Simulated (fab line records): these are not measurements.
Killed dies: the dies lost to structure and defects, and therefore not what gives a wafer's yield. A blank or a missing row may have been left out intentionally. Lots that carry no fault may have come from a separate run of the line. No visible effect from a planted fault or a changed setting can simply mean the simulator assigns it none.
Struck lot and sound lot, side by side -- flow sky130 -- 25 steps out of a route of 708
Sound: the wafers L921.2, L921.4, L921.6. Struck: wafer L925.2 (left out: L925.6, a lot-mate that was not struck); the cause follows at the end.
At each step with rows: each side's tool, then ch and its chambers, then its first start. Under that, the readings that differ: sound wafers -- struck wafers -- difference of the means -- sigmas: that difference in standard deviations of wafers without a fault.
alike: same words and numbers on both sides, and readings whose means sit less than 2 such deviations apart. not compared: any withheld reading, any reading some wafer has no value for, any bound like >300 that may hide the same value, and any number with overlapping values for which the record gives no deviation.
A row with sigmas, a row that says differs or no value, or rows on one side alone: a step with any of these is where the two part. Numbers that have no deviation but don't overlap get no sigmas and don't part them. Lack of a reading on every wafer of one side parts them only where that side has two or more wafers.

SKY_VIA1_THK_MEAS_23: measures by xrf.
  sound on film_metro-02, day 35 06:23; struck on film_metro-01, day 36 02:38
  alike: VIA1_W_THK
SKY_VIA1_CMP_24: polishes, stops on SiO2, t overpolish 15 s, target thk 0 nm.
  sound on cmp-02 ch 0,1, day 35 06:29; struck on cmp-02 ch 3, day 36 02:41
  alike: motor_current_A, overpolish_run_s, retaining_ring_pressure_frac, slurry_filter_dp_kPa, time_to_endpoint_s
SKY_METAL2_SPUTTER_00: material Ti, target thk 15 nm, time 10 s.
  sound on pvd_sputter-01, day 35 06:44; struck on pvd_sputter-04, day 36 02:59
reading,sound,struck,difference,sigmas
throttle_valve_pct (%),30.7 30.7 29.2,27.8,-2.4,-2
  alike: chamber_pressure_pa
SKY_METAL2_SPUTTER_01: material TiN, target thk 20 nm, time 16.7 s.
  sound on pvd_sputter-01, day 35 06:45; struck on pvd_sputter-04, day 36 03:01
reading,sound,struck,difference,sigmas
throttle_valve_pct (%),30.7 30.8 29.2,28.1,-2.1,-2
  alike: chamber_pressure_pa
SKY_METAL2_SPUTTER_02: material AlCu, target thk 250 nm, time 13.3 s.
  sound on pvd_sputter-01, day 35 06:46; struck on pvd_sputter-04, day 36 03:02
  alike: chamber_pressure_pa, throttle_valve_pct
then, 2 steps without rows for these wafers: SKY_METAL2_SPUTTER_03 (material Ti, target thk 5 nm, time 3.3 s); SKY_METAL2_SPUTTER_04 (material TiN, target thk 70 nm, time 58.3 s).
SKY_METAL2_RS_MEAS_05: a four-point-probe measurement.
  sound on film_metro-03, day 35 06:53; struck on film_metro-04, day 36 03:09
  alike: METAL2_ALCU_RS
SKY_METAL2_THK_MEAS_06: measures by xrf.
  sound on film_metro-03, day 35 07:00; struck on film_metro-04, day 36 03:16
  alike: METAL2_ALCU_THK
then, 3 steps without rows for these wafers: SKY_METAL2_DEHYDRATE_07 (time 60 s); SKY_METAL2_HMDS_08 (prime time 60 s); SKY_METAL2_COAT_09 (resist thk 60 nm).
SKY_METAL2_COAT_10: resist thk 450 nm.
  sound on litho_track-01 ch 0, day 35 19:00; struck on litho_track-01 ch 0, day 36 15:00
reading,sound,struck,difference,sigmas
model.KrF-thick_of_METAL2_COAT_10.thk_nm (nm),448.6 448.8 449.3,434.6,-14.3,
  alike: resist_line_temp_C
then, 4 steps without rows for these wafers: SKY_METAL2_SOFTBAKE_11 (time 90 s); SKY_METAL2_EXPOSE_12 (exposes mask MM2, target cd 140 nm); SKY_METAL2_PEB_13; SKY_METAL2_DEVELOP_14 (develop time 60 s).
SKY_METAL2_CD_MEAS_15: the cd target is 140 nm.
  sound on cd_sem-01, day 36 08:09; struck on cd_sem-02, day 37 05:34
  alike: cd_nm
SKY_METAL2_OVL_MEAS_16:
  sound on overlay-01, day 36 08:16; struck on overlay-01, day 37 05:40
  alike: METAL2_OVL
then, 1 step without rows for these wafers: SKY_METAL2_DESCUM_17 (chemistry O2, time 8 s).
SKY_METAL2_ETCH_18: etches BARC in N2/H2, stops on SiO2, time 45.9 s, target depth 60 nm.
  sound on rie_metal-02 ch 1, day 36 08:20; struck on rie_metal-01 ch 1, day 37 05:43
  alike: drypump_motor_current_A, n2_flow_sccm, oes_product_au, throttle_valve_pct
  not compared: rf_hours_counter_h
SKY_METAL2_METAL_ETCH_19: etches the open film in Cl2/BCl3, stops on SiO2, target depth 360 nm, time 78 s.
  sound on rie_metal-02 ch 1, day 36 08:23; struck on rie_metal-01 ch 1, day 37 05:47
reading,sound,struck,difference,sigmas
model.KrF-thick_of_METAL2_COAT_10.thk_nm (nm),161.6 163.6 164.1,143.8,-19.3,
  alike: drypump_motor_current_A, oes_product_au, throttle_valve_pct
  not compared: rf_hours_counter_h
SKY_METAL2_STRIP_20: strips in O2/N2.
  sound on plasma_asher-02 ch 0,1, day 36 08:29; struck on plasma_asher-04 ch 0, day 37 05:53
reading,sound,struck,difference,sigmas
strip_time_to_endpoint_s (s),2.737 2.740 2.769,2.537,-0.212,-8
  alike: drypump_motor_current_A, n2_flow_sccm, oes_product_au
  not compared: rf_hours_counter_h
then, 1 step without rows for these wafers: SKY_METAL2_STRIP_21 (strips in post etch residue remover, time 1200 s).
-- the record jumps here: 10 days lie between the struck wafers' starts before and after (it left off in module METAL2 and takes up again in module PAD_OPEN, whose first step shown is number 708 of the route) --
SKY_PAD_OPEN_PROBE_99:
  sound on prober-02, day 46 18:43; struck on prober-02, day 47 10:46
reading,sound,struck,difference,sigmas
killed_at_contacts,22 20 18,39,+19,+3
killed_open,35 45 34,57,+19,+3
  alike: defect_limited_yield, killed_at_M0_to_M3, killed_at_M4_up, killed_at_front_end, killed_at_other, killed_dies, killed_short, sort_bin_3_pad_short, sort_bin_5_function, sort_bin_6_memory, sort_n_pass, sort_yield_pct

## WHERE THEY PART
Earliest at SKY_METAL2_SPUTTER_00; latest, in this record, at SKY_PAD_OPEN_PROBE_99.

WHY: whatever the simulator had introduced
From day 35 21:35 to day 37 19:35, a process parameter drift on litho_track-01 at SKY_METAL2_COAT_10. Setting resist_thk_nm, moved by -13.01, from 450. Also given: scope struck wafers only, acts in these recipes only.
